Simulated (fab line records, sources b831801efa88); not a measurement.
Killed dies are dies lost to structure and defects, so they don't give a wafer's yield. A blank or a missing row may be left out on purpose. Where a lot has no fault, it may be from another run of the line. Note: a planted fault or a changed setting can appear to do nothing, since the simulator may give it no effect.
Struck lot and sound lot, side by side / flow gf180mcu / 17 out of 602 route steps
Sound: wafers L433.1, L433.4, L433.5. Struck: wafer L436.2. (L436.1, L436.3 of the same lot were not struck and are left out.) The cause comes at the end.
Order at every step that has rows: each side's tool, ch and its chambers, its first start. Under that, the readings that differ: sound wafers / struck wafers / difference of the means / sigmas: that difference in standard deviations of wafers without a fault.
alike: readings with means less than 2 such deviations apart, plus words and numbers identical on both sides. not compared: withheld readings, readings lacking a value on some wafer, bounds such as >300 that could conceal the same value, and numbers that have no deviation in the record and whose values overlap.
The two part at a step that has a row with sigmas, a row that says differs or no value, or rows on one side only. Non-overlapping numbers with no deviation appear without sigmas and do not part them. A reading missing from all wafers of one side parts the sides only when that side holds two or more wafers.

first, 4 steps without rows for these wafers: GF_M1_SOFTBAKE_10 (time 60 s); GF_M1_EXPOSE_11 (exposes mask Metal1, target cd 230 nm); GF_M1_PEB_12 (peb time 90 s); GF_M1_DEVELOP_13 (develop time 60 s).
GF_M1_CD_MEAS_14: target cd 230 nm.
  sound: cd sem-02 at day 18 03:45; struck: cd sem-01 at day 19 07:51
  alike: cd nm
GF_M1_OVL_MEAS_15:
  sound: overlay-02 at day 18 03:52; struck: overlay-01 at day 19 07:58
  alike: M1_OVL
GF_M1_METAL_ETCH_16: etches the open film in Cl2/BCl3, stops on SiO2, target depth 750.8 nm, time 125.1 s.
  sound on rie metal-04 ch 1, day 18 03:55; struck on rie metal-02 ch 0, day 19 08:00
  alike: drypump motor current A, oes product au, throttle valve pct
  not compared: rf hours counter h
GF_M1_STRIP_17: strips in O2/N2.
  sound on plasma asher-02 ch 1, day 18 04:10; struck on plasma asher-04 ch 0, day 19 08:08
  alike: drypump motor current A, heater power w, n2 flow sccm, oes product au, strip time to endpoint s
  not compared: rf hours counter h
then, 3 steps without rows for these wafers: GF_M1_STRIP_18 (strips in post etch residue remover, time 1200 s); GF_M1_CLEAN_19 (cleans in DIW); GF_V1_CVD_00 (deposits SiO2, target thk 600 nm, time 100 s).
GF_V1_THK_MEAS_01:
  sound: film metro-01 at day 18 04:46; struck: film metro-04 at day 19 08:47
  alike: V1_CVD_00_THK
GF_V1_CVD_02: deposits SiO2 from TEOS, target thk 850 nm, time 94.851 s.
  sound on pecvd-01 ch 0,2, day 18 04:50; struck on pecvd-01 ch 2, day 19 08:51
reading=run length s (s); sound=121.9 121.8 123.0; struck=128.0; difference=+5.8; sigmas=+11
reading=model.SiO2_of_V1_CVD_02.thk nm (nm); sound=834.8 850.3 846.1; struck=900.3; difference=+56.6; sigmas=
  alike: heater power w
GF_V1_THK_MEAS_03:
  sound: film metro-03 at day 18 04:54; struck: film metro-01 at day 19 08:55
reading=V1_CVD_02_THK (nm); sound=836 850 846; struck=900; difference=+56; sigmas=+5
GF_V1_CMP_04: polishes SiO2.
  sound on cmp-01 ch 1,2, day 18 04:58; struck on cmp-02 ch 1, day 19 08:59
reading=time to endpoint s (s); sound=77 81 79; struck=97; difference=+18; sigmas=+4
  alike: motor current A, retaining ring pressure frac
GF_V1_BOW_MEAS_05:
  sound: film metro-03 at day 18 05:16; struck: film metro-03 at day 19 09:17
  alike: V1_BOW
GF_PASSIVATION_PROBE_99:
  the record has rows for the sound wafers here (prober-01, day 29 22:53) and none for the struck ones

== WHERE THEY PART ==
Earliest at GF_V1_CVD_02; latest, in this record, at GF_PASSIVATION_PROBE_99.

WHY: what had been put in by the simulator
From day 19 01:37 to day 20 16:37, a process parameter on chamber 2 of pecvd-01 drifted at GF_V1_CVD_02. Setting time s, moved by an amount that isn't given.
